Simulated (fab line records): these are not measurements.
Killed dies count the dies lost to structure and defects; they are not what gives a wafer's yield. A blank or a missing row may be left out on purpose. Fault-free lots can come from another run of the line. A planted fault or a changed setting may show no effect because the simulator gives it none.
The same fault as seen by 2 desks || flow gf180mcu || each desk has only its own numbers; what lay behind them comes last

## FROM THE METROLOGY DESK
Lot by lot, what the gauges showed, no matter which tool ran the lot: averages of those sampled wafers that carry a number. Marked OUT: a lot whose mean sits more than 4 standard deviations from the usual mean, which makes it out of limits; the brackets give that distance.
Columns: A = TOP_METAL_OVL at GF_TOP_METAL_OVL_MEAS_15, usual 0.0 nm; B = PASSIVATION_CVD_02_THK at GF_PASSIVATION_THK_MEAS_03, usual 701 nm; C = PASSIVATION_BOW at GF_PASSIVATION_BOW_MEAS_14, usual 136 um
{"lot": "L802", "first seen here": "day 28 06:40", "A": 0.9, "B": 697, "C": 146}
{"lot": "L803", "first seen here": "day 28 14:49", "A": -1.3, "B": 703, "C": 125}
{"lot": "L804", "first seen here": "day 29 04:39", "A": 2.0, "B": 699, "C": 144}
{"lot": "L805", "first seen here": "day 29 04:55", "A": 0.4, "B": 693, "C": 146}
{"lot": "L806", "first seen here": "day 29 16:19", "A": -1.8, "B": 697, "C": 134}
{"lot": "L808", "first seen here": "day 30 02:10", "A": -0.1, "B": 703, "C": 144}
{"lot": "L809", "first seen here": "day 30 13:34", "A": -1.5, "B": 702, "C": 119}
{"lot": "L810", "first seen here": "day 30 15:58", "A": 0.8, "B": 705, "C": 143}
{"lot": "L811", "first seen here": "day 31 01:04", "A": -0.5, "B": 698, "C": 116}
{"lot": "L812", "first seen here": "day 31 10:13", "A": -1.2, "B": 703, "C": 128}
{"lot": "L813", "first seen here": "day 31 13:44", "A": 1.0, "B": 699, "C": 138}
{"lot": "L822", "first seen here": "day 33 21:13", "A": 1.2, "B": 688, "C": 147}
{"lot": "L821", "first seen here": "day 33 23:01", "A": -1.4, "B": 689, "C": 152}
{"lot": "L824", "first seen here": "day 34 13:10", "A": -0.9, "B": 706, "C": 130}
This desk's verdict: no lot among the 14 shows anything out of limits.

## TOOL OWNER'S DESK, plasmaAsher-03
The tool's own readings at GF_HV_LDD_STRIP_49 (strips in O2/N2): means of the sampled wafers that have a number, for each lot that ran on this tool. Marked OUT: a lot whose mean sits more than 4 standard deviations from the usual mean, which makes it out of limits; the brackets give that distance.
Columns: A = drypumpMotorCurrentA at GF_HV_LDD_STRIP_49, usual 5.5 A; B = heaterPowerW at GF_HV_LDD_STRIP_49, usual 331 W; C = oesProductAu at GF_HV_LDD_STRIP_49, usual 0.716 a.u.; D = stripTimeToEndpointS at GF_HV_LDD_STRIP_49, usual 12.64 s
{"lot": "L804", "first seen here": "day 13 02:24", "A": 5.4, "B": 319, "C": 0.718, "D": 12.66}
{"lot": "L806", "first seen here": "day 13 19:35", "A": 5.2, "B": 324, "C": 0.721, "D": 12.62}
{"lot": "L808", "first seen here": "day 14 09:48", "A": 5.2, "B": 323, "C": 0.714, "D": 12.60}
{"lot": "L809", "first seen here": "day 14 18:38", "A": 5.2, "B": 323, "C": 0.721, "D": 12.66}
{"lot": "L811", "first seen here": "day 15 08:52", "A": 5.2, "B": 326, "C": 0.717, "D": 12.61}
{"lot": "L812", "first seen here": "day 15 22:16", "A": 5.2, "B": 327, "C": 0.714, "D": 12.64}
{"lot": "L822", "first seen here": "day 19 10:36", "A": 5.4, "B": 311, "C": 0.715, "D": 12.66}
{"lot": "L821", "first seen here": "day 19 13:51", "A": 5.4, "B": 318, "C": 0.718, "D": 12.63}
This desk's verdict: no lot among the 8 shows anything out of limits.

## TAKEN TOGETHER
At the metrology desk, nothing out of limits was observed.
The tool owner's desk saw nothing out of limits.

## WHAT HAD BEEN PUT IN BY THE SIMULATOR
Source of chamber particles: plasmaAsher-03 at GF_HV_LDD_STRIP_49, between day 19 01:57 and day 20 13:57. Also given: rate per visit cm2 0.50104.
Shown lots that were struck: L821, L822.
